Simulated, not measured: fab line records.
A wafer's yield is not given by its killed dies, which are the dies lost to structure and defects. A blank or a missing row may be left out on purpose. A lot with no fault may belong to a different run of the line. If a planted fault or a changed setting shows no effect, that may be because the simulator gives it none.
Tool commonality check | flow gf180mcu | 48 wafers sampled across 13 lots

## WHY THIS WAS OPENED
At GF_HV_LDD_CD_MEAS_46 the reading cd-nm is flagged on 3 of 13 lots. No-fault wafers: 399.1 nm, standard deviation 2.4.
Rule: a lot is flagged when every wafer of it that has a number lies more than 4 standard deviations from that mean, or none has a number. The rest of the lots are taken to be sound.

lot  | measured     | on        | cd-nm (nm), wafer by wafer          | flag
L377 | day 12 22:13 | cd-sem-02 | 395.4 395.0 395.3                   |
L379 | day 13 20:01 | cd-sem-01 | 399.7 400.7 399.4                   |
L381 | day 14 14:28 | cd-sem-01 | 403.1 403.0 404.0                   |
L380 | day 14 14:38 | cd-sem-02 | 402.5 402.1 401.9                   |
L382 | day 15 01:46 | cd-sem-01 | 397.9 399.1 398.1                   |
L385 | day 15 20:08 | cd-sem-02 | 476.4 475.0 478.9 476.7 475.3 479.0 | FLAGGED
L386 | day 16 07:08 | cd-sem-02 | 471.4 472.5 469.9 471.0 472.3 469.8 | FLAGGED
L387 | day 16 09:22 | cd-sem-02 | 470.9 469.8 469.9 470.8 470.1 470.1 | FLAGGED
L392 | day 17 20:34 | cd-sem-01 | 401.3 401.9 398.7                   |
L393 | day 18 06:58 | cd-sem-02 | 398.2 398.3 398.7                   |
L396 | day 19 08:43 | cd-sem-02 | 401.6 400.6 400.6                   |
L397 | day 19 15:25 | cd-sem-01 | 399.5 400.0 401.1                   |
L398 | day 20 03:58 | cd-sem-02 | 399.3 399.9 397.8                   |
The mean of the flagged lots' numbers is 472.8 nm, +73.7 nm from the usual (+31 standard deviations).

## LOT BY LOT: THE TOOL USED
The record keeps 1 process step preceding the reading, out of 602 steps on the route. Read each cell as the tool, then ch plus the chambers that the sampled wafers visited, then the start.
lot  | flag    | GF_HV_LDD_COAT_41
L377 |         | litho-track-03 ch 0, day 12 12:43
L379 |         | litho-track-03 ch 0, day 13 09:43
L381 |         | litho-track-03 ch 0, day 14 03:46
L380 |         | litho-track-01 ch 0, day 14 03:57
L382 |         | litho-track-03 ch 0, day 14 14:55
L385 | FLAGGED | litho-track-03 ch 0, day 15 09:02
L386 | FLAGGED | litho-track-03 ch 0, day 15 19:32
L387 | FLAGGED | litho-track-03 ch 0, day 15 22:22
L392 |         | litho-track-04 ch 0, day 17 08:34
L393 |         | litho-track-01 ch 0, day 17 19:13
L396 |         | litho-track-03 ch 0, day 18 20:43
L397 |         | litho-track-04 ch 0, day 19 03:13
L398 |         | litho-track-03 ch 0, day 19 15:40
What the steps here do:
- GF_HV_LDD_COAT_41: resist thk 1000 nm.
- GF_HV_LDD_CD_MEAS_46: target cd 400 nm.

## FLAGGED OVER TOTAL, TOOL BY TOOL (the gauges that took the reading come last)
step                 | tool           | lots run | flagged | share of the flagged lots | sound lots run after its first flagged lot
GF_HV_LDD_COAT_41    | litho-track-01 | 2        | 0       | none                      | -
GF_HV_LDD_COAT_41    | litho-track-03 | 9        | 3       | all                       | 2 (L396,L398)
GF_HV_LDD_COAT_41    | litho-track-04 | 2        | 0       | none                      | -
GF_HV_LDD_CD_MEAS_46 | cd-sem-01      | 5        | 0       | none                      | -
GF_HV_LDD_CD_MEAS_46 | cd-sem-02      | 8        | 3       | all                       | 3 (L393,L396,L398)

## WHAT THE TABLE ALLOWS
Rows of the table that ran all the flagged lots, 2 in number: litho-track-03 at GF_HV_LDD_COAT_41; cd-sem-02 at GF_HV_LDD_CD_MEAS_46.
- litho-track-03 at GF_HV_LDD_COAT_41: 3 of its 9 lots flagged. Sound lots ran on it after the first flagged one (L396, L398), which a lasting fault on the whole tool wouldn't allow.
- cd-sem-02 at GF_HV_LDD_CD_MEAS_46: 3 of its 8 lots flagged. Sound lots ran on it after the first flagged one (L393, L396, L398), which a lasting fault on the whole tool wouldn't allow.
No row of the table ran every flagged lot and no sound lot after the first.

## WHAT THE SIMULATOR PUT IN
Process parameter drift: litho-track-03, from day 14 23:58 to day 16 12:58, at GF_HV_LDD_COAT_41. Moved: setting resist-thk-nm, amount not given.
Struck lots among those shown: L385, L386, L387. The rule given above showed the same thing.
